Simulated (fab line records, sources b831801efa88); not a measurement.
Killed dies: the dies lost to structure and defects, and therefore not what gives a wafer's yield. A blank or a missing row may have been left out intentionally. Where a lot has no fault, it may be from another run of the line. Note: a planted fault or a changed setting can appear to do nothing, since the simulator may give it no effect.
Chamber matching	flow sky130	rieDiel-01 running SKY_POLY_GATE_ETCH_15: 4 sister chambers
The step etches BARC in N2/H2, stops on SiO2, time 118.5 s, target depth 110 nm. 4 wafers are shown with their chamber, then 7 later ones without.

== WAFERS PAIRED WITH THEIR CHAMBERS ==
wafer	chamber	drypumpMotorCurrentA (A)
L790.5	0	5.8
L796.5	2	5.6
L797.1	1	6.2
L797.2	3	6.6

== WAFERS WITH NO CHAMBER GIVEN ==
wafer	drypumpMotorCurrentA (A)
L797.6	6.5
L798.1	6.2
L798.2	5.8
L798.3	5.6
L799.2	5.6
L799.3	6.5
L799.6	6.5

== WHICH CHAMBER EACH ONE RAN IN ==
wafer	from the rows above	in truth
L797.6	3	3
L798.1	1	1
L798.2	0	0
L798.3	2	2
L799.2	2	2
L799.3	3	3
L799.6	3	3
7 of 7 placed correctly. Can't be placed from these rows: 0. Placed wrongly: 0.
How it was worked out, from the rows above alone: a wafer's distance from a chamber is the root of the sum, over the readings, of the square of ((its reading less the chamber's mean) divided by the reading's scatter). The wafer belongs to the nearest chamber; if the next one is less than 2 further off, it can't be placed. For every chamber, the mean is computed from those of its wafers that are shown. The scatter: with one shown wafer a chamber, the root of the mean of the squares of how far each hidden wafer lies from its nearest shown one.
